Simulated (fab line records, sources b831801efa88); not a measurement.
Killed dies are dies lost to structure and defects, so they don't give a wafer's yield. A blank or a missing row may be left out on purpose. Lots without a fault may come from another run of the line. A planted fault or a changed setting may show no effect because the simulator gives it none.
fab line records | flow sky130
record lots=7 wafers=18 last_day=50
route steps=708 shown CAP2M@620 METAL4@621 PAD_OPEN@708
lots that met no fault: from a run of the same line without faults
start_h: hours from the record's first day to the start of the lot's first wafer shown | wait_h: hours since the lot's step before | " the same as in the row above | L1.1+2: a row that stands for several wafers | - no value, or no start given | * or withheld: withheld | < > ~ a bound
route shown NAME@n: a module of which the file shows steps, and the number in the route of the first | usual: mean/standard deviation of fault-free wafers | same: alike in all rows | chamber/n: place in a boat | sites: the reading at each site | _std_site: their standard deviation | _edge_site: outer sites' mean less inner sites' | radius_mm: how far each site lies from the wafer's centre | mask NAME#n: copy n | behind: the tool/chamber that last shaped the wafer | hold: why the lot was held/for how many hours/how that ended | device: the transistor (n, p or np) that didn't switch | end of line: the same wafers' tests at the end of the route | a step without rows: its recipe alone | killed: dies lost to structure and defects at the first sort, not the wafer's yield | map: a wafer's dies, x killed, . not, _ none there
set.NAME: the setting as run; set.NAME@STEP: as run at that earlier step | model.NAME: the simulator's own value behind a step, which no gauge read
lots at some steps of the route; a table a step, a row a wafer
services: from which hour (start_h, from the record's first day; less than 0 if before it) a tool's chamber was out of use, for how many hours, and why
## steps
# step SKY_CAP2M_CLEAN_17
# recipe chemistry=O3/DIW dry=n2_spin
# step SKY_METAL4_DEHYDRATE_05
# recipe temp_c=200 time_s=60
# step SKY_METAL4_HMDS_06
# recipe prime_time_s=60 prime_temp_c=120
# step SKY_METAL4_COAT_07
# recipe resist=BARC temp_c=withheld time_s=withheld spin_rpm=3000 resist_thk_nm=60
# step SKY_METAL4_COAT_08
# recipe resist=KrF-thick spin_rpm=3000 resist_thk_nm=1140
# step SKY_METAL4_SOFTBAKE_09
# recipe temp_c=100 time_s=90 resist=KrF-thick
# step SKY_METAL4_EXPOSE_10
# recipe mask_id=MM4 na=0.68 source_shape=annular sigma_inner=0.4 sigma_outer=0.8 target_cd_nm=300 dose_mj=28
# step SKY_METAL4_PEB_11
# recipe peb_temp_c=withheld peb_time_s=withheld resist=KrF-thick
# step SKY_METAL4_DEVELOP_12
# recipe develop_time_s=60 resist=KrF-thick dev_temp_c=21
# step SKY_METAL4_CD_MEAS_13
# recipe target_cd_nm=300
# usual cd_nm=300.1/1.4
# columns lot.wafer tool chamber start_h wait_h cd_nm
L209.4 cd_sem-01 - 1009.33 - 302.5
L209.5 " - " " 303.7
L209.6 " - " " 303.2
L210.1 cd_sem-02 - 1013.92 - 300.7
L210.4 " - " " 301.4
L212.1 cd_sem-02 - 1032.52 - 301.4
L212.3 " - " " 300.0
L213.1 cd_sem-01 - 1044.02 - 297.4
L213.3 " - " " 298.2
L223.2 cd_sem-02 - 1097.03 - 299.2
L223.3 " - " " 301.1
L223.6 " - " " 299.3
L224.1 cd_sem-01 - 1108.21 - 298.4
L224.2 " - " " 298.1
L224.5 " - " " 298.9
L226.3 cd_sem-01 - 1134.48 - 299.8
L226.4 " - " " 299.1
L226.5 " - " " 299.5
# step SKY_METAL4_OVL_MEAS_14
# usual METAL4_OVL=1/5.6
# columns lot.wafer tool chamber start_h wait_h METAL4_OVL[nm]
L209.4 overlay-01 - 1009.40 0.1 10
L209.5 " - " " 6
L209.6 " - " " 5
L210.1 overlay-02 - 1014.04 0.1 6
L210.4 " - " " 10
L212.1 overlay-02 - 1032.64 0.1 2
L212.3 " - " " 5
L213.1 overlay-02 - 1044.14 0.1 5
L213.3 " - " " -5
L223.2 overlay-02 - 1097.14 0.1 11
L223.3 " - " " 6
L223.6 " - " " -1
L224.1 overlay-01 - 1108.33 0.1 11
L224.2 " - " " 17
L224.5 " - " " 7
L226.3 overlay-02 - 1134.57 0.1 -3
L226.4 " - " " 0
L226.5 " - " " 0
# step SKY_METAL4_DESCUM_15
# recipe chemistry=O2 source_power_w=150 bias_power_w=0 pressure_mtorr=10 temp_c=40 time_s=8
# usual chamber_pressure_mTorr=10.000/0.0098 drypump_motor_current_A=5.7/0.32 oes_product_au=1.004/0.011
# columns lot.wafer tool chamber start_h wait_h chamber_pressure_mTorr drypump_motor_current_A oes_product_au rf_hours_counter_h
L209.4 rie_metal-01 0 1009.43 0.0 9.995 5.7 1.003 -
L209.5 " 1 " " 10.000 5.8 1.013 -
L209.6 " 0 " " 9.995 5.7 1.005 -
L210.1 rie_metal-01 0 1014.07 0.0 9.993 5.7 0.996 15
L210.4 " 1 " " 9.995 5.9 1.021 -
L212.1 rie_metal-01 1 1032.67 0.0 10.008 5.9 1.022 19
L212.3 " 0 " " 9.993 5.7 1.010 -
L213.1 rie_metal-01 1 1044.17 0.0 10.010 5.9 1.021 20
L213.3 " 0 " " 10.029 5.7 1.011 -
L223.2 rie_metal-01 0 1097.17 0.0 9.996 5.7 1.011 20
L223.3 " 0 " " 10.011 5.7 1.004 -
L223.6 " 0 " " 9.997 5.7 1.000 -
L224.1 rie_metal-04 0 1108.37 0.0 10.018 5.4 1.007 24
L224.2 " 1 " " 9.975 5.2 0.994 19
L224.5 " 1 " " 10.008 5.2 0.996 -
L226.3 rie_metal-01 1 1134.60 0.0 10.006 5.9 1.023 -
L226.4 " 0 " " 9.997 5.7 1.010 -
L226.5 " 1 " " 10.019 5.9 1.011 -
# step SKY_METAL4_ETCH_16
# recipe chemistry=N2/H2 target=BARC ion_energy_ev=200 bias_w=100 pressure_mtorr=30 n2_flow_sccm=100 h2_flow_sccm=200 icp_w=500 stop_on=SiO2 time_s=88.2 target_depth_a=600
# usual chamber_pressure_mTorr=29.998/0.029 drypump_motor_current_A=5.7/0.32 oes_product_au=0.625/0.0046 run_length_s=116.3/0.36 throttle_valve_pct=13.205/0.0075
# columns lot.wafer tool chamber start_h wait_h chamber_pressure_mTorr drypump_motor_current_A oes_product_au rf_hours_counter_h run_length_s throttle_valve_pct
L209.4 rie_metal-01 0 1009.49 0.0 29.972 5.7 0.623 - 116.0 13.212
L209.5 " 1 " " 30.029 5.9 0.634 - 116.7 13.204
L209.6 " 0 " " 29.945 5.7 0.631 - 115.8 13.214
L210.1 rie_metal-01 0 1014.10 0.0 30.035 5.7 0.622 15 115.7 13.216
L210.4 " 1 " " 30.010 5.9 0.650 - 112.6 13.213
L212.1 rie_metal-01 1 1032.70 0.0 30.041 5.9 0.628 19 116.4 13.194
L212.3 " 0 " " 30.028 5.7 0.642 - 111.6 13.202
L213.1 rie_metal-01 1 1044.20 0.0 30.007 5.9 0.624 20 116.4 13.206
L213.3 " 0 " " 30.037 5.7 0.638 - 111.4 13.209
L223.2 rie_metal-01 0 1097.20 0.0 30.001 5.7 0.632 20 115.8 13.202
L223.3 " 0 " " 30.017 5.7 0.628 - 116.1 13.203
L223.6 " 0 " " 29.928 5.7 0.623 - 115.5 13.207
L224.1 rie_metal-04 0 1108.40 0.0 30.032 5.5 0.627 24 116.8 13.206
L224.2 " 1 " " 29.976 5.2 0.633 19 116.1 13.208
L224.5 " 1 " " 29.989 5.2 0.618 - 116.7 13.197
L226.3 rie_metal-01 1 1134.66 0.0 30.008 5.9 0.624 - 116.3 13.197
L226.4 " 0 " " 30.026 5.7 0.618 - 115.7 13.199
L226.5 " 1 " " 29.993 5.9 0.629 - 116.3 13.217
# step SKY_METAL4_ETCH_17
# recipe target=SiO2 stop_on=TiN chemistry=C4F8/O2/Ar source_w=1500 bias_w=1200 pressure_mtorr=40 c4f8_flow_sccm=withheld O2_flow_sccm=6 Ar_flow_sccm=300 time_s=3.9 target_depth_a=150
# usual chamber_pressure_mTorr=40.00/0.047 oes_product_au=0.752/0.0076
# columns lot.wafer tool chamber start_h wait_h chamber_pressure_mTorr oes_product_au rf_hours_counter_h
L209.4 rie_diel-03 1 1009.55 0.0 39.95 0.740 8
L209.5 " 0 " " 40.07 0.754 -
L209.6 " 3 " " 40.01 0.744 -
L210.1 rie_diel-02 3 1014.20 0.1 40.05 0.749 13
L210.4 " 2 " " 40.06 0.750 30
L212.1 rie_diel-04 0 1032.80 0.1 40.02 0.741 7
L212.3 " 2 " " 40.02 0.750 21
L213.1 rie_diel-03 3 1044.30 0.1 39.98 0.754 3
L213.3 " 0 " " 40.01 0.750 5
L223.2 rie_diel-04 3 1097.30 0.1 40.01 0.742 13
L223.3 " 0 " " 39.98 0.739 9
L223.6 " 3 " " 40.01 0.747 -
L224.1 rie_diel-04 1 1108.50 0.1 39.95 0.745 15
L224.2 " 0 " " 39.99 0.747 10
L224.5 " 2 " " 39.95 0.749 -
L226.3 rie_diel-02 2 1134.72 0.0 39.96 0.750 1
L226.4 " 1 " " 39.98 0.746 30
L226.5 " 1 " " 40.01 0.754 -
# step SKY_PAD_OPEN_PROBE_99
# usual defect_limited_yield=82.3/1.8 killed_at_M0_to_M3=43/6 killed_at_M4_up=3.2/1.9 killed_at_contacts=25/5.4 killed_at_front_end=15/4.5 killed_at_other=0.3/0.59 killed_dies=87/8.7 killed_open=47/6.7 killed_short=39/5.7 sort_bin_3_pad_short=0.9/0.43 sort_bin_5_function=10.4/1.4 sort_bin_6_memory=6.4/1.2 sort_n_pass=405/8.7 sort_yield_pct=82.3/1.8
# same gross_dies=492 killed_at_back_side=0 sort_bin_4_leakage[%]=0 sort_bin_8_speed[%]=0
# columns lot.wafer tool chamber start_h wait_h defect_limited_yield[%] killed_at_M0_to_M3 killed_at_M4_up killed_at_contacts killed_at_front_end killed_at_other killed_dies killed_open killed_short sort_bin_3_pad_short[%] sort_bin_5_function[%] sort_bin_6_memory[%] sort_n_pass sort_yield_pct[%]
L209.4 prober-02 - 1102.84 0.2 82.5 42 9 19 15 1 86 49 37 0.2 11.2 6.1 406 82.5
L209.5 prober-02 - 1102.89 0.2 82.1 45 3 26 14 0 88 43 44 1.0 10.0 6.9 404 82.1
L209.6 prober-02 - 1102.94 0.2 84.1 37 3 20 17 1 78 42 36 0.2 8.1 7.5 414 84.1
L210.1 prober-01 - 1106.27 0.1 82.9 48 3 19 14 0 84 44 40 0.2 9.8 7.1 408 82.9
L210.4 prober-01 - 1106.42 0.2 81.5 45 6 22 18 0 91 41 50 1.4 11.4 5.7 401 81.5
L212.1 prober-01 - 1120.64 0.1 82.7 50 0 24 11 0 85 45 40 1.2 9.6 6.5 407 82.7
L212.3 prober-01 - 1120.74 0.2 85.4 45 3 15 9 0 72 34 38 0.8 8.1 5.7 420 85.4
L213.1 prober-02 - 1133.24 0.1 81.5 45 7 24 14 1 91 56 35 0.4 10.6 7.5 401 81.5
L213.3 prober-02 - 1133.34 0.2 80.9 47 2 30 15 0 94 49 45 1.4 9.3 8.3 398 80.9
L224.1 prober-01 - 1188.19 0.1 80.7 49 2 26 18 0 95 48 47 1.2 10.4 7.7 397 80.7
L224.2 prober-01 - 1188.24 0.1 78.5 58 5 18 25 0 106 56 50 1.2 14.0 6.3 386 78.5
L224.5 prober-01 - 1188.39 0.2 81.7 44 1 26 19 0 90 44 46 1.2 11.4 5.7 402 81.7
L226.3 prober-01 - 1208.69 0.2 83.9 40 2 29 8 0 79 52 27 1.0 9.6 5.5 413 83.9
L226.4 prober-01 - 1208.74 0.2 82.5 40 1 31 14 0 86 54 32 0.8 9.6 7.1 406 82.5
L226.5 prober-01 - 1208.79 0.2 78.9 52 1 36 14 1 104 50 54 1.6 11.4 8.1 388 78.9
# killed by level:class
L209.4 CONTACT:geometric_particle:open=11 VIA1:geometric_particle:open=10 VIA2:geometric_particle:open=7 METAL4:geometric_particle:short=6 VIA1:geometric_particle:short=5 CONTACT:geometric_particle:short=4 METAL1:geometric_particle:open=4 FIELD_ISO:geometric_particle:short=3
L209.5 VIA1:geometric_particle:open=11 CONTACT:geometric_particle:open=7 CONTACT:geometric_particle:short=6 VIA1:geometric_particle:short=6 VIA3:geometric_particle:open=5 POLY_GATE:geometric_particle:short=5 LI_CONTACT:geometric_particle:short=4 LI_CONTACT:geometric_particle:open=4
L209.6 VIA1:geometric_particle:open=8 VIA2:geometric_particle:open=8 CONTACT:geometric_particle:open=7 METAL1:geometric_particle:short=6 POLY_GATE:geometric_particle:short=5 METAL2:geometric_particle:short=5 FIELD_ISO:geometric_particle:short=4 FIELD_ISO:geometric_particle:open=4
L210.1 VIA3:geometric_particle:open=11 CONTACT:geometric_particle:open=8 METAL1:geometric_particle:short=6 VIA3:geometric_particle:short=6 FIELD_ISO:geometric_particle:open=5 POLY_GATE:geometric_particle:short=5 VIA1:geometric_particle:open=5 VIA1:geometric_particle:short=5
L210.4 VIA1:geometric_particle:open=10 VIA3:geometric_particle:open=9 FIELD_ISO:geometric_particle:short=8 METAL1:geometric_particle:short=8 LI_CONTACT:geometric_particle:open=7 CONTACT:geometric_particle:open=5 METAL2:geometric_particle:short=5 LI_CONTACT:geometric_particle:short=4
L212.1 VIA1:geometric_particle:open=12 CONTACT:geometric_particle:open=10 VIA2:geometric_particle:open=8 METAL1:geometric_particle:short=7 VIA1:geometric_particle:short=7 LI_CONTACT:geometric_particle:open=5 CONTACT:geometric_particle:short=4 VIA3:geometric_particle:short=4
L212.3 VIA1:geometric_particle:open=11 METAL2:geometric_particle:short=8 CONTACT:geometric_particle:open=6 METAL1:geometric_particle:short=5 METAL3:geometric_particle:short=5 VIA1:geometric_particle:short=4 LI_CONTACT:geometric_particle:open=3 LOCAL_INTERCONNECT:geometric_particle:short=3
L213.1 VIA1:geometric_particle:open=15 LI_CONTACT:geometric_particle:open=8 CONTACT:geometric_particle:open=8 VIA2:geometric_particle:open=8 VIA3:geometric_particle:open=7 METAL1:geometric_particle:short=5 METAL4:geometric_particle:short=5 FIELD_ISO:geometric_particle:short=4
L213.3 VIA2:geometric_particle:open=10 LI_CONTACT:geometric_particle:open=8 METAL1:geometric_particle:short=8 VIA1:geometric_particle:open=8 LOCAL_INTERCONNECT:geometric_particle:short=7 CONTACT:geometric_particle:open=6 CONTACT:geometric_particle:short=6 FIELD_ISO:geometric_particle:open=4
L224.1 CONTACT:geometric_particle:open=15 VIA1:geometric_particle:open=11 FIELD_ISO:geometric_particle:short=8 LOCAL_INTERCONNECT:geometric_particle:short=6 METAL1:geometric_particle:short=6 VIA3:geometric_particle:open=6 METAL3:geometric_particle:short=6 VIA1:geometric_particle:short=5
L224.2 VIA1:geometric_particle:open=12 METAL1:geometric_particle:short=11 FIELD_ISO:geometric_particle:open=9 VIA1:geometric_particle:short=8 VIA3:geometric_particle:open=6 POLY_GATE:geometric_particle:short=5 POLY_GATE:geometric_particle:open=5 LI_CONTACT:geometric_particle:open=5
L224.5 VIA1:geometric_particle:open=12 CONTACT:geometric_particle:short=9 CONTACT:geometric_particle:open=7 VIA2:geometric_particle:open=7 VIA1:geometric_particle:short=7 POLY_GATE:geometric_particle:short=5 LI_CONTACT:geometric_particle:open=5 LOCAL_INTERCONNECT:geometric_particle:short=5
L226.3 CONTACT:geometric_particle:open=13 VIA2:geometric_particle:open=8 LI_CONTACT:geometric_particle:open=8 VIA3:geometric_particle:open=7 VIA1:geometric_particle:open=6 VIA1:geometric_particle:short=5 CONTACT:geometric_particle:short=4 LOCAL_INTERCONNECT:geometric_particle:short=3
L226.4 CONTACT:geometric_particle:open=13 VIA1:geometric_particle:open=12 LI_CONTACT:geometric_particle:open=8 VIA1:geometric_particle:short=8 FIELD_ISO:geometric_particle:short=4 POLY_GATE:geometric_particle:open=4 LOCAL_INTERCONNECT:geometric_particle:short=4 VIA2:geometric_particle:open=4
L226.5 METAL2:geometric_particle:short=12 LI_CONTACT:geometric_particle:open=11 CONTACT:geometric_particle:open=11 VIA3:geometric_particle:open=8 VIA1:geometric_particle:open=7 LOCAL_INTERCONNECT:geometric_particle:short=6 METAL3:geometric_particle:short=5 CONTACT:geometric_particle:short=5
## services
# columns tool chamber start_h hours kind
rie_metal-04 - 1023.55 2.8 pm
rie_diel-04 1 1024.82 17.9 repair
rie_diel-04 3 1034.18 5.4 repair
rie_diel-03 2 1039.15 12.6 repair
rie_diel-02 2 1046.22 - clean
rie_diel-02 2 1046.22 23.2 scheduled_down
rie_diel-02 2 1046.22 23.2 vent_cycle
rie_diel-03 3 1068.70 7.0 repair
rie_diel-03 0 1080.12 2.6 repair
rie_diel-02 2 1089.08 32.1 repair
rie_diel-02 0 1102.04 13.7 repair
## key
first_sign step=SKY_METAL4_ETCH_16 reading=run_length_s direction=down sigmas=12 usual=* struck=*
effect step=SKY_METAL4_ETCH_16 reading=oes_product_au direction=up sigmas=3.9 usual=0.625 struck=0.643
met_at SKY_METAL4_ETCH_16
struck_wafers L210.4,L212.3,L213.3
onset_between 1009.49 1014.10
fault kind=process_parameter_drift tool=rie_metal-01 chamber=- onset_h=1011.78 steps=SKY_METAL4_ETCH_16 channel=time_s offset=* shape=step end_h=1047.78 scope=struck_wafers_only acts_in=* stated=*
